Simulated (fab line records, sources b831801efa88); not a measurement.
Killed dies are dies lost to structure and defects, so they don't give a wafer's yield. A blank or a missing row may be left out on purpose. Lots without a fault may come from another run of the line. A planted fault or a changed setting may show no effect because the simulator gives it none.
fab line records | flow sky130
record lots=5 wafers=15 last_day=48
route steps=708 shown FIELD_ISO@23 NWELL@32 DNWELL@35
lots that met no fault: from a run of the same line without faults
start_h: hours from the record's first day to the start of the lot's first wafer shown | wait_h: hours since the lot's step before | " the same as in the row above | L1.1+2: a row that stands for several wafers | - no value, or no start given | * or withheld: withheld | < > ~ a bound
route shown NAME@n: a module of which the file shows steps, and the number in the route of the first | usual: mean/standard deviation of fault-free wafers | same: alike in all rows | chamber/n: place in a boat | sites: the reading at each site | _std_site: their standard deviation | _edge_site: outer sites' mean less inner sites' | radius_mm: how far each site lies from the wafer's centre | mask NAME#n: copy n | behind: the tool/chamber that last shaped the wafer | hold: why the lot was held/for how many hours/how that ended | device: the transistor (n, p or np) that didn't switch | end of line: the same wafers' tests at the end of the route | a step without rows: its recipe alone | killed: dies lost to structure and defects at the first sort, not the wafer's yield | map: a wafer's dies, x killed, . not, _ none there
set.NAME: the setting as run; set.NAME@STEP: as run at that earlier step | model.NAME: the simulator's own value behind a step, which no gauge read
lots at some steps of the route; a table a step, a row a wafer
services: from which hour (start_h, from the record's first day; less than 0 if before it) a tool's chamber was out of use, for how many hours, and why
## steps
# step SKY_FIELD_ISO_OXIDATION_22
# recipe temp_c=950 ambient=O2 stabilise_s=600 purge_s=300 target_thk_a=100 ox_time_s=623
# usual ox_temp_c_max=952.7/0.68 spike_tc_centre_C=951.4/2.9 spike_tc_lower_C=950.9/1.2
# columns lot.wafer tool chamber start_h wait_h ox_temp_c_max spike_tc_centre_C spike_tc_lower_C
L077.3 furnace-01 0 48.28 2.9 952.9 949.8 951.7
L077.4 " 0 " " 952.5 948.9 951.1
L077.6 " 0 " " 953.3 949.0 951.1
L079.1 furnace-01 0 57.08 0.0 953.1 948.4 952.2
L079.4 " 0 " " 951.5 949.6 951.3
L079.5 " 0 " " 952.2 950.1 949.2
L081.1 furnace-02 0 66.73 0.0 951.9 952.4 950.6
L081.2 " 0 " " 951.5 955.7 951.6
L081.3 " 0 " " 952.2 953.9 948.7
L083.4 furnace-01 0 78.12 0.2 953.9 948.6 950.9
L083.5 " 0 " " 953.2 949.1 951.3
L083.6 " 0 " " 953.0 949.0 951.1
L088.1 furnace-02 0 104.25 1.3 951.9 953.4 950.0
L088.3 " 0 " " 952.5 954.3 949.9
L088.5 " 0 " " 952.2 953.7 949.6
# step SKY_FIELD_ISO_THK_MEAS_23
# recipe reads=SiO2_of_FIELD_ISO_OXIDATION_22
# usual FIELD_ISO_OXIDATION_01_THK=9.82/0.2
# columns lot.wafer tool chamber start_h wait_h FIELD_ISO_OXIDATION_01_THK[nm]
L077.3 film_metro-03 - 49.47 0.0 9.87
L077.4 " - " " 9.88
L077.6 " - " " 9.95
L079.1 film_metro-04 - 58.26 0.0 9.85
L079.4 " - " " 9.74
L079.5 " - " " 9.76
L081.1 film_metro-01 - 67.91 0.0 10.16
L081.2 " - " " 9.80
L081.3 " - " " 9.94
L083.4 film_metro-04 - 79.34 0.0 9.50
L083.5 " - " " 9.70
L083.6 " - " " 9.60
L088.1 film_metro-04 - 105.42 0.0 10.24
L088.3 " - " " 10.22
L088.5 " - " " 10.19
# step SKY_FIELD_ISO_CVD_24
# recipe material=SiO2 target_thk_nm=595 temp_c=650 sigma_open_frac=0.3 time_s=99.2 sih4_flow_sccm=60 pressure_mtorr=6
# columns lot.wafer tool chamber start_h wait_h
L077.3+4+6 hdpcvd-01 0,2,0 49.63 0.1
L079.1+4+5 hdpcvd-01 2,1,0 58.32 0.1
L081.1+2+3 hdpcvd-02 1,2,0 67.97 0.1
L083.4+5+6 hdpcvd-02 1,0,2 79.41 0.1
L088.1+3+5 hdpcvd-02 1,2,0 105.48 0.1
# step SKY_FIELD_ISO_THK_MEAS_25
# recipe reads=SiO2_of_FIELD_ISO_CVD_24
# usual FIELD_ISO_CVD_24_THK=594/5.4
# columns lot.wafer tool chamber start_h wait_h FIELD_ISO_CVD_24_THK[nm]
L077.3 film_metro-03 - 49.72 0.1 595
L077.4 " - " " 594
L077.6 " - " " 589
L079.1 film_metro-03 - 58.39 0.0 604
L079.4 " - " " 610
L079.5 " - " " 603
L081.1 film_metro-04 - 68.04 0.0 592
L081.2 " - " " 589
L081.3 " - " " 590
L083.4 film_metro-03 - 79.47 0.0 585
L083.5 " - " " 598
L083.6 " - " " 595
L088.1 film_metro-03 - 105.56 0.0 586
L088.3 " - " " 585
L088.5 " - " " 593
# step SKY_FIELD_ISO_ANNEAL_26
# recipe temp_c=1000 time_s=1800 ambient=N2
# usual spike_tc_centre_C=1002.2/2.8 spike_tc_lower_C=1000.7/1.4
# columns lot.wafer tool chamber start_h wait_h spike_tc_centre_C spike_tc_lower_C
L077.3 furnace-02 0 51.32 1.6 1006.1 999.7
L077.4 " 0 " " 1003.8 999.5
L077.6 " 0 " " 1005.2 1000.5
L079.1 furnace-02 0 59.53 1.1 1006.0 999.7
L079.4 " 0 " " 1003.7 1000.0
L079.5 " 0 " " 1003.7 999.2
L081.1 furnace-02 0 68.10 0.1 1003.4 999.5
L081.2 " 0 " " 1003.2 1000.0
L081.3 " 0 " " 1005.0 1000.0
L083.4 furnace-01 0 79.50 0.0 998.1 1001.9
L083.5 " 0 " " 1001.0 1003.1
L083.6 " 0 " " 999.7 1001.4
L088.1 furnace-02 0 105.62 0.1 1005.6 999.2
L088.3 " 0 " " 1004.8 997.3
L088.5 " 0 " " 1005.0 999.9
# step SKY_FIELD_ISO_CMP_27
# recipe stop_on=Si3N4 t_overpolish_s=16 down_force_psi=4 platen_rpm=60 target_thk_nm=457.8 pad_velocity_m_s=0.94248
# usual motor_current_A=12.3/1.1 overpolish_run_s=16.000/0.0096 time_to_endpoint_s=113/4
# columns lot.wafer tool chamber start_h wait_h motor_current_A overpolish_run_s time_to_endpoint_s
L077.3 cmp-02 1 52.82 0.0 14.5 16.011 122
L077.4 " 3 " " 11.9 15.990 121
L077.6 " 1 " " 14.4 16.001 121
L079.4 cmp-01 1 61.08 0.1 12.3 16.006 111
L079.1 " 2 " " 11.1 15.997 112
L079.5 " 0 " " 12.8 15.996 102
L081.2 cmp-01 1 69.60 0.0 12.6 16.017 111
L081.1 " 3 " " 12.5 15.999 109
L081.3 " 0 " " 12.2 15.982 107
L083.4 cmp-01 0 81.05 0.1 12.3 15.999 103
L083.5 " 3 " " 12.4 15.986 108
L083.6 " 0 " " 12.1 15.995 103
L088.3 cmp-01 2 107.12 0.0 11.3 16.006 112
L088.1 " 3 " " 12.4 16.009 111
L088.5 " 2 " " 10.4 16.000 115
# step SKY_FIELD_ISO_WET_ETCH_28
# recipe chemistry=dHF target_depth_nm=23.7 target=SiO2 dilution=10:1 temp_c=25 time_s=47
# columns lot.wafer tool chamber start_h wait_h
L077.3+4+6 wet_bench-03 2 53.12 0.2
L079.1+4+5 wet_bench-04 1 61.33 0.1
L081.1+2+3 wet_bench-03 0 69.90 0.1
L083.4+5+6 wet_bench-03 1 81.30 0.2
L088.1+3+5 wet_bench-01 3 107.42 0.2
# step SKY_FIELD_ISO_WET_ETCH_29
# recipe chemistry=H3PO4 target_depth_nm=160 target=Si3N4 temp_c=160 time_s=1825
# columns lot.wafer tool chamber start_h wait_h
L077.3+4+6 wet_bench-04 0 53.14 0.0
L079.1+4+5 wet_bench-03 2 61.35 0.0
L081.1+2+3 wet_bench-04 2 69.92 0.0
L083.4+5+6 wet_bench-04 0 81.33 0.0
L088.1+3+5 wet_bench-04 3 107.44 0.0
# step SKY_FIELD_ISO_WET_ETCH_30
# recipe chemistry=dHF target_depth_nm=25 target=SiO2 dilution=10:1 temp_c=25 time_s=50
# columns lot.wafer tool chamber start_h wait_h
L077.3+4+6 wet_bench-03 1 53.65 0.0
L079.1+4+5 wet_bench-03 2 61.86 0.0
L081.1+2+3 wet_bench-01 0 70.43 0.0
L083.4+5+6 wet_bench-01 3 81.89 0.0
L088.1+3+5 wet_bench-01 0 107.95 0.0
# step SKY_NWELL_CLEAN_00
# recipe chemistry=SC1/SC2 mix=1:4:20 temp_c=70 time_s=150 dry=n2_spin
# columns lot.wafer tool chamber start_h wait_h
L077.3+4+6 wet_bench-01 3 53.68 0.0
L079.1+4+5 wet_bench-03 1 61.89 0.0
L081.1+2+3 wet_bench-03 2 70.46 0.0
L083.4+5+6 wet_bench-03 1 81.91 0.0
L088.1+3+5 wet_bench-03 2 107.98 0.0
# step SKY_NWELL_OXIDATION_01
# recipe temp_c=900 ambient=O2 stabilise_s=600 purge_s=300 target_thk_a=100 ox_time_s=1418
# usual ox_temp_c_max=902.7/0.68 spike_tc_centre_C=901.8/2.7 spike_tc_lower_C=900.5/1.3
# columns lot.wafer tool chamber start_h wait_h ox_temp_c_max spike_tc_centre_C spike_tc_lower_C
L077.3 furnace-01 0 53.99 0.3 903.3 897.3 900.9
L077.4 " 0 " " 903.3 897.2 899.1
L077.6 " 0 " " 902.7 899.6 902.1
L079.1 furnace-02 0 62.54 0.6 901.8 905.1 898.6
L079.4 " 0 " " 903.2 904.8 900.4
L079.5 " 0 " " 902.2 904.6 898.8
L081.1 furnace-01 0 72.64 2.1 902.8 900.5 901.7
L081.2 " 0 " " 902.5 898.4 900.6
L081.3 " 0 " " 903.0 900.4 903.5
L083.4 furnace-01 0 82.41 0.5 901.7 900.2 902.1
L083.5 " 0 " " 902.2 899.3 901.8
L083.6 " 0 " " 901.9 900.1 900.6
L088.1 furnace-01 0 110.77 2.7 902.4 900.8 902.5
L088.3 " 0 " " 902.8 899.5 900.8
L088.5 " 0 " " 902.2 897.3 901.5
# step SKY_NWELL_THK_MEAS_02
# recipe reads=SiO2_of_NWELL_OXIDATION_01
# usual NWELL_OXIDATION_THK=9.91/0.17
# columns lot.wafer tool chamber start_h wait_h NWELL_OXIDATION_THK[nm]
L077.3 film_metro-03 - 55.41 0.0 9.90
L077.4 " - " " 9.88
L077.6 " - " " 9.88
L079.1 film_metro-02 - 63.93 0.0 10.13
L079.4 " - " " 10.15
L079.5 " - " " 9.93
L081.1 film_metro-04 - 74.03 0.0 10.20
L081.2 " - " " 10.13
L081.3 " - " " 10.06
L083.4 film_metro-02 - 83.84 0.0 9.95
L083.5 " - " " 9.85
L083.6 " - " " 9.93
L088.1 film_metro-04 - 112.16 0.0 9.98
L088.3 " - " " 10.09
L088.5 " - " " 10.20
# step SKY_DNWELL_DEHYDRATE_00
# recipe temp_c=200 time_s=60
# columns lot.wafer tool chamber start_h wait_h
L077.3+4+6 litho_track-02 0 62.42 7.0
L079.1+4+5 litho_track-03 0 71.59 7.6
L081.1+2+3 litho_track-02 0 81.22 7.2
L083.4+5+6 litho_track-03 0 92.46 8.6
L088.1+3+5 litho_track-01 0 120.57 8.4
# step SKY_DNWELL_HMDS_01
# recipe prime_time_s=60 prime_temp_c=120
# same prime_time_s=60
# columns lot.wafer tool chamber start_h wait_h
L077.3+4+6 litho_track-02 0 62.57 0.1
L079.1+4+5 litho_track-03 0 71.74 0.1
L081.1+2+3 litho_track-02 0 81.37 0.1
L083.4+5+6 litho_track-03 0 92.61 0.1
L088.1+3+5 litho_track-01 0 120.72 0.1
# step SKY_DNWELL_COAT_02
# recipe spin_rpm=2000 resist_thk_nm=3000
# columns lot.wafer tool chamber start_h wait_h
L077.3+4+6 litho_track-02 0 62.72 0.1
L079.1+4+5 litho_track-03 0 71.89 0.1
L081.1+2+3 litho_track-02 0 81.52 0.1
L083.4+5+6 litho_track-03 0 92.76 0.1
L088.1+3+5 litho_track-01 0 120.87 0.1
# step SKY_DNWELL_SOFTBAKE_03
# recipe temp_c=110 time_s=withheld
# columns lot.wafer tool chamber start_h wait_h
L077.3+4+6 litho_track-02 0 62.89 0.1
L079.1+4+5 litho_track-03 0 72.04 0.1
L081.1+2+3 litho_track-02 0 81.67 0.1
L083.4+5+6 litho_track-03 0 92.94 0.1
L088.1+3+5 litho_track-01 0 121.02 0.1
# step SKY_DNWELL_EXPOSE_04
# recipe mask_id=DNM na=0.57 target_cd_nm=3000 dose_mj=222
# usual exposure_dose_mJ_cm2=222.00/0.22 focus_offset_nm=0.0/0.51
# columns lot.wafer tool chamber start_h wait_h mask exposure_dose_mJ_cm2 focus_offset_nm
L077.3 iline_stepper-01 0 - - DNM#0 222.21 -0.7
L077.4 " 0 " " DNM#0 222.02 0.5
L077.6 " 0 " " DNM#0 222.43 0.5
L079.1 iline_stepper-01 0 - - DNM#0 222.31 0.0
L079.4 " 0 " " DNM#0 222.37 -0.2
L079.5 " 0 " " DNM#0 221.94 1.1
L081.1 iline_stepper-01 0 - - DNM#0 221.74 0.0
L081.2 " 0 " " DNM#0 221.89 -0.1
L081.3 " 0 " " DNM#0 221.80 -0.1
L083.4 iline_stepper-02 0 - - DNM#0 221.77 -0.6
L083.5 " 0 " " DNM#0 222.12 -0.8
L083.6 " 0 " " DNM#0 222.17 -1.0
L088.1 iline_stepper-01 0 - - DNM#0 221.87 -1.0
L088.3 " 0 " " DNM#0 221.74 -0.3
L088.5 " 0 " " DNM#0 221.89 -0.8
# step SKY_DNWELL_PEB_05
# recipe temp_c=115 time_s=withheld
# columns lot.wafer tool chamber start_h wait_h
L077.3+4+6 litho_track-02 0 - -
L079.1+4+5 litho_track-03 0 - -
L081.1+2+3 litho_track-02 0 - -
L083.4+5+6 litho_track-03 0 - -
L088.1+3+5 litho_track-03 0 - -
## services
# columns tool chamber start_h hours kind
furnace-02 - 24.63 2.8 pm
iline_stepper-02 - 27.11 1.7 pm
furnace-02 - 27.43 3.0 pm
hdpcvd-01 2 38.39 4.1 repair
wet_bench-03 - 41.18 3.2 repair
hdpcvd-02 - 44.16 11.8 repair
cmp-01 - 56.11 1.9 repair
cmp-02 - 59.72 2.2 repair
litho_track-02 - 63.09 - consumable_replace:filter
iline_stepper-01 - 63.84 1.7 pm
cmp-02 - 64.00 4.0 pm
hdpcvd-01 - 66.75 15.0 pm
hdpcvd-01 0 66.75 15.0 vent_cycle
hdpcvd-01 1 66.75 15.0 vent_cycle
hdpcvd-01 2 66.75 15.0 vent_cycle
cmp-02 - 78.64 2.2 repair
iline_stepper-01 - 78.93 2.0 repair
hdpcvd-01 0 81.75 - clean
hdpcvd-01 1 81.75 - clean
hdpcvd-01 2 81.75 - clean
cmp-02 - 84.26 10.1 repair
hdpcvd-02 0 96.31 6.1 repair
cmp-02 - 120.07 4.1 repair
hdpcvd-01 2 128.03 17.7 repair
## key
fault none
